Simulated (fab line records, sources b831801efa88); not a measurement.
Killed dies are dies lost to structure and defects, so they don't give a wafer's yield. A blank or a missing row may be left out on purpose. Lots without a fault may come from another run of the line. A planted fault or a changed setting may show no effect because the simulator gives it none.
Which tool did it? | flow sky130 | 11 lots, 33 wafers sampled, at 4 steps of a route of 708

WHAT THE GAUGES READ, wafer by wafer
SKY_METAL2_CD_MEAS_15: target cd 140 nm.
lot  | measured     | on        | cd_nm (nm)
L829 | day 35 12:01 | cd_sem-02 | 140.1 141.5 139.6
L830 | day 35 18:46 | cd_sem-01 | 140.6 142.2 140.4
L831 | day 35 23:18 | cd_sem-01 | 141.4 139.3 140.0
L832 | day 36 09:32 | cd_sem-02 | 141.7 139.6 142.0
L835 | day 37 07:13 | cd_sem-01 | 140.6 141.5 142.1
L833 | day 37 08:16 | cd_sem-02 | 139.4 140.3 139.7
L836 | day 38 01:44 | cd_sem-01 | 140.1 140.8 139.9
L837 | day 38 12:50 | cd_sem-01 | 138.7 138.2 139.1
L840 | day 38 21:56 | cd_sem-01 | 141.1 140.6 141.0
L843 | day 39 22:16 | cd_sem-01 | 142.6 143.0 143.0
L844 | day 40 04:37 | cd_sem-01 | 84.5 102.4 110.7

WHICH TOOL RAN EACH LOT (tool, then ch and the chambers of the sampled wafers, then the start)
lot  | SKY_METAL2_SPUTTER_01        | SKY_METAL2_SPUTTER_04        | SKY_METAL2_EXPOSE_12
L829 | pvd_sputter-04, day 34 09:24 | pvd_sputter-04, day 34 09:28 | krf_scanner-01 ch 0, day 34 23:12
L830 | pvd_sputter-04, day 34 15:55 | pvd_sputter-04, day 34 15:59 | krf_scanner-01 ch 0, day 35 05:41
L831 | pvd_sputter-02, day 34 20:07 | pvd_sputter-02, day 34 20:11 | krf_scanner-02 ch 0, day 35 10:27
L832 | pvd_sputter-04, day 35 06:44 | pvd_sputter-04, day 35 06:49 | krf_scanner-01 ch 0, day 35 20:19
L835 | pvd_sputter-03, day 36 04:40 | pvd_sputter-03, day 36 04:44 | krf_scanner-01 ch 0, day 36 18:36
L833 | pvd_sputter-04, day 36 05:59 | pvd_sputter-04, day 36 06:04 | krf_scanner-02 ch 0, day 36 19:34
L836 | pvd_sputter-03, day 36 22:56 | pvd_sputter-03, day 36 23:01 | krf_scanner-01 ch 0, day 37 12:05
L837 | pvd_sputter-04, day 37 10:19 | pvd_sputter-04, day 37 10:23 | krf_scanner-02 ch 0, day 38 00:04
L840 | pvd_sputter-03, day 37 20:02 | pvd_sputter-03, day 37 20:07 | krf_scanner-02 ch 0, day 38 09:11
L843 | pvd_sputter-03, day 38 21:43 | pvd_sputter-03, day 38 21:47 | krf_scanner-01 ch 0, day 39 10:22
L844 | pvd_sputter-02, day 39 03:56 | pvd_sputter-02, day 39 04:00 | krf_scanner-02 ch 0, day 39 16:12
- SKY_METAL2_SPUTTER_01: material TiN, target thk 20 nm, time 16.7 s.
- SKY_METAL2_SPUTTER_04: material TiN, target thk 70 nm, time 58.3 s.
- SKY_METAL2_EXPOSE_12: exposes mask MM2, target cd 140 nm.

THE ANSWER, worked out from the rows above alone
Rule: what is usual is taken from the lots themselves. Put in order of their means at a reading, lots are off if they are a third of the lots or fewer, leave a main group of 4 or more, and stand apart from it by a gap of 3 or more times the standard deviation of the main group's means; of several such gaps the widest counts. A main group whose means are all the same, to the digits that the tables above print for the reading, isn't used. A lot without any number at a reading at which 4 lots or more have one is off too. The other lots that the step has rows for count as sound.
Off: L844, at SKY_METAL2_CD_MEAS_15 (cd_nm). The main group: mean 140.7 nm, standard deviation 1.
A tool fits if, at a process step before that reading, it ran every lot that is off, and no sound lot after the first of them. The gauges at SKY_METAL2_CD_MEAS_15 are tried like those tools. Can't be told from this: 3 tools fit, pvd_sputter-02 at SKY_METAL2_SPUTTER_01 and SKY_METAL2_SPUTTER_04, krf_scanner-02 at SKY_METAL2_EXPOSE_12, cd_sem-01 at SKY_METAL2_CD_MEAS_15.

WHAT THE SIMULATOR HAD PUT IN
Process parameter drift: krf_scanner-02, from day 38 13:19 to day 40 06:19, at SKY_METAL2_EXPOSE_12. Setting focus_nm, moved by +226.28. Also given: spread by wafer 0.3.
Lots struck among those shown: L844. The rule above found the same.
